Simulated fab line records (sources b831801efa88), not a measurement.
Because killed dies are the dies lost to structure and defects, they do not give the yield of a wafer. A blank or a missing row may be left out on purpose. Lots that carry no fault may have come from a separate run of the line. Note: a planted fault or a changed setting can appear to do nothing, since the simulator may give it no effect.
What tool caused it? / flow sky130 / Sampling: 12 lots, 36 wafers, 4 of 708 route steps

## WHAT THE GAUGES READ, wafer by wafer
SKY_PWDE_OVL_MEAS_07.
lot=L207; measured=day 3 22:27; on=overlay-02; PWDE_OVL (nm)=2.1 1.7 4.0
lot=L208; measured=day 4 01:57; on=overlay-01; PWDE_OVL (nm)=2.4 2.9 2.4
lot=L211; measured=day 4 16:40; on=overlay-01; PWDE_OVL (nm)=0.6 2.0 1.3
lot=L212; measured=day 5 00:29; on=overlay-02; PWDE_OVL (nm)=0.8 2.6 3.7
lot=L213; measured=day 5 05:17; on=overlay-01; PWDE_OVL (nm)=1.6 0.8 2.1
lot=L214; measured=day 5 05:53; on=overlay-01; PWDE_OVL (nm)=1.8 3.1 2.1
lot=L218; measured=day 6 05:45; on=overlay-02; PWDE_OVL (nm)=0.9 1.2 -0.4
lot=L219; measured=day 8 00:06; on=overlay-01; PWDE_OVL (nm)=2.0 1.3 3.1
lot=L220; measured=day 8 01:59; on=overlay-01; PWDE_OVL (nm)=-0.3 -1.7 0.4
lot=L225; measured=day 8 08:26; on=overlay-01; PWDE_OVL (nm)=1.5 2.5 2.7
lot=L226; measured=day 8 11:38; on=overlay-01; PWDE_OVL (nm)=1.7 -0.1 0.1
lot=L229; measured=day 9 02:29; on=overlay-02; PWDE_OVL (nm)=0.0 1.8 -0.1

SKY_NWELL_TW_MEAS_26.
lot=L207; measured=day 5 05:49; on=filmMetro-02; NWELL_2_TW=492 490 491
lot=L208; measured=day 5 09:04; on=filmMetro-04; NWELL_2_TW=509 510 514
lot=L211; measured=day 6 03:34; on=filmMetro-02; NWELL_2_TW=498 496 497
lot=L212; measured=day 6 11:27; on=filmMetro-04; NWELL_2_TW=508 507 506
lot=L213; measured=day 6 17:17; on=filmMetro-01; NWELL_2_TW=499 494 495
lot=L214; measured=day 6 17:56; on=filmMetro-04; NWELL_2_TW=505 509 505
lot=L218; measured=day 7 20:30; on=filmMetro-04; NWELL_2_TW=809 804 807
lot=L219; measured=day 9 18:44; on=filmMetro-04; NWELL_2_TW=795 800 798
lot=L220; measured=day 9 20:47; on=filmMetro-02; NWELL_2_TW=502 497 498
lot=L225; measured=day 10 02:53; on=filmMetro-02; NWELL_2_TW=499 498 501
lot=L226; measured=day 10 08:07; on=filmMetro-04; NWELL_2_TW=505 508 506
lot=L229; measured=day 10 23:52; on=filmMetro-01; NWELL_2_TW=500 502 499

## EACH LOT AND THE TOOL THAT RAN IT (in order: tool; ch and the chambers of the sampled wafers; start)
lot=L207; SKY_DNWELL_STRIP_08=plasmaAsher-03 ch 0,1, day 3 06:53; SKY_NWELL_IMPLANT_24=implanter-02 ch 0, day 5 05:34
lot=L208; SKY_DNWELL_STRIP_08=plasmaAsher-03 ch 0,1, day 3 10:22; SKY_NWELL_IMPLANT_24=implanter-03 ch 0, day 5 08:50
lot=L211; SKY_DNWELL_STRIP_08=plasmaAsher-04 ch 0,1, day 4 00:50; SKY_NWELL_IMPLANT_24=implanter-04 ch 0, day 6 03:21
lot=L212; SKY_DNWELL_STRIP_08=plasmaAsher-01 ch 0,1, day 4 08:56; SKY_NWELL_IMPLANT_24=implanter-03 ch 0, day 6 11:13
lot=L213; SKY_DNWELL_STRIP_08=plasmaAsher-04 ch 0,1, day 4 14:21; SKY_NWELL_IMPLANT_24=implanter-04 ch 0, day 6 17:02
lot=L214; SKY_DNWELL_STRIP_08=plasmaAsher-03 ch 0,1, day 4 15:03; SKY_NWELL_IMPLANT_24=implanter-02 ch 0, day 6 17:41
lot=L218; SKY_DNWELL_STRIP_08=plasmaAsher-04 ch 0,1, day 5 10:32; SKY_NWELL_IMPLANT_24=implanter-03 ch 0, day 7 20:16
lot=L219; SKY_DNWELL_STRIP_08=plasmaAsher-03 ch 0,1, day 7 04:50; SKY_NWELL_IMPLANT_24=implanter-03 ch 0, day 9 18:29
lot=L220; SKY_DNWELL_STRIP_08=plasmaAsher-03 ch 0,1, day 7 06:26; SKY_NWELL_IMPLANT_24=implanter-04 ch 0, day 9 20:32
lot=L225; SKY_DNWELL_STRIP_08=plasmaAsher-03 ch 0,1, day 7 12:36; SKY_NWELL_IMPLANT_24=implanter-02 ch 0, day 10 02:38
lot=L226; SKY_DNWELL_STRIP_08=plasmaAsher-04 ch 0,1, day 7 15:09; SKY_NWELL_IMPLANT_24=implanter-02 ch 0, day 10 07:52
lot=L229; SKY_DNWELL_STRIP_08=plasmaAsher-04 ch 0,1, day 8 05:20; SKY_NWELL_IMPLANT_24=implanter-02 ch 0, day 10 23:37
- SKY_DNWELL_STRIP_08: strips in O2/N2.
- SKY_NWELL_IMPLANT_24

## WHAT THE TOOLS THEMSELVES READ (means of the sampled wafers that have a number; where no wafer has one, the mark that the record gives instead)
SKY_DNWELL_STRIP_08.
lot=L207; tool=plasmaAsher-03; drypumpMotorCurrentA (A)=5.8; oesProductAu (a.u.)=0.720; stripTimeToEndpointS (s)=37.03
lot=L208; tool=plasmaAsher-03; drypumpMotorCurrentA (A)=6.1; oesProductAu (a.u.)=0.720; stripTimeToEndpointS (s)=36.90
lot=L211; tool=plasmaAsher-04; drypumpMotorCurrentA (A)=5.7; oesProductAu (a.u.)=0.723; stripTimeToEndpointS (s)=36.90
lot=L212; tool=plasmaAsher-01; drypumpMotorCurrentA (A)=6.4; oesProductAu (a.u.)=0.721; stripTimeToEndpointS (s)=37.02
lot=L213; tool=plasmaAsher-04; drypumpMotorCurrentA (A)=6.3; oesProductAu (a.u.)=0.725; stripTimeToEndpointS (s)=36.80
lot=L214; tool=plasmaAsher-03; drypumpMotorCurrentA (A)=6.2; oesProductAu (a.u.)=0.722; stripTimeToEndpointS (s)=37.07
lot=L218; tool=plasmaAsher-04; drypumpMotorCurrentA (A)=6.2; oesProductAu (a.u.)=0.728; stripTimeToEndpointS (s)=37.10
lot=L219; tool=plasmaAsher-03; drypumpMotorCurrentA (A)=5.9; oesProductAu (a.u.)=0.717; stripTimeToEndpointS (s)=37.07
lot=L220; tool=plasmaAsher-03; drypumpMotorCurrentA (A)=5.9; oesProductAu (a.u.)=0.720; stripTimeToEndpointS (s)=36.94
lot=L225; tool=plasmaAsher-03; drypumpMotorCurrentA (A)=6.1; oesProductAu (a.u.)=0.718; stripTimeToEndpointS (s)=36.90
lot=L226; tool=plasmaAsher-04; drypumpMotorCurrentA (A)=5.7; oesProductAu (a.u.)=0.720; stripTimeToEndpointS (s)=36.78
lot=L229; tool=plasmaAsher-04; drypumpMotorCurrentA (A)=6.3; oesProductAu (a.u.)=0.724; stripTimeToEndpointS (s)=36.86

SKY_NWELL_IMPLANT_24.
lot=L207 tool=implanter-02 doseIonsCm2=9.198e+12 faradayCurrentUA=52.0
lot=L208 tool=implanter-03 doseIonsCm2=9.190e+12 faradayCurrentUA=51.7
lot=L211 tool=implanter-04 doseIonsCm2=9.208e+12 faradayCurrentUA=52.3
lot=L212 tool=implanter-03 doseIonsCm2=9.193e+12 faradayCurrentUA=51.5
lot=L213 tool=implanter-04 doseIonsCm2=9.203e+12 faradayCurrentUA=51.6
lot=L214 tool=implanter-02 doseIonsCm2=9.200e+12 faradayCurrentUA=52.2
lot=L218 tool=implanter-03 doseIonsCm2=3.928e+13 faradayCurrentUA=220.5
lot=L219 tool=implanter-03 doseIonsCm2=3.929e+13 faradayCurrentUA=222.5
lot=L220 tool=implanter-04 doseIonsCm2=9.204e+12 faradayCurrentUA=52.8
lot=L225 tool=implanter-02 doseIonsCm2=9.196e+12 faradayCurrentUA=52.1
lot=L226 tool=implanter-02 doseIonsCm2=9.214e+12 faradayCurrentUA=52.0
lot=L229 tool=implanter-02 doseIonsCm2=9.193e+12 faradayCurrentUA=51.5

## THE ANSWER, worked out from the rows above alone
Rule: what is usual is taken from the lots themselves. The widest of any qualifying gaps counts: lots, ordered by their means at a reading, are off when they make up no more than a third of the lots, leave a main group of 4 or more, and stand apart from it by 3 or more times the standard deviation of that group's means. Not used: any main group whose means are identical at the precision the tables above print for the reading. A lot without any number at a reading at which 4 lots or more have one is off too. All remaining lots with rows at the step are treated as sound. First the gauges in route order, then the tools' own readings, where a lot's mean is used as printed above. At the first step where some lot is off, the reading lying furthest off is the one used; lots without a number count as furthest.
Off: L218, L219, at SKY_NWELL_TW_MEAS_26 (NWELL_2_TW). The main group has a mean of 501 with a standard deviation of 5.8.
A tool fits if, at a process step before that reading, it ran every lot that is off, and no sound lot after the first of them. The gauges at SKY_NWELL_TW_MEAS_26 aren't tried: what is off there is off at SKY_NWELL_IMPLANT_24 too, on other tools, and a gauge's error can't cause that. One fits: implanter-03 at SKY_NWELL_IMPLANT_24. Its last sound lot is L212 (day 6 11:13), its first lot that is off L218 (day 7 20:16): a fault that began between those two fits.
The tool's own readings at SKY_NWELL_IMPLANT_24 bear it out: on the lots that are off they differ by more than 5 times the standard deviation of the sound lots' means. doseIonsCm2 reads 3.928e+13 there against 9.200e+12 on the sound lots; faradayCurrentUA reads 221.5 there against 52.0 on the sound lots.

## WHAT THE SIMULATOR HAD INSERTED
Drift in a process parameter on implanter-03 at SKY_NWELL_IMPLANT_24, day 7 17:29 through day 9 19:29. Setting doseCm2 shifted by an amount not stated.
Lots struck among those shown: L218, L219. This agrees with what the rule above found.
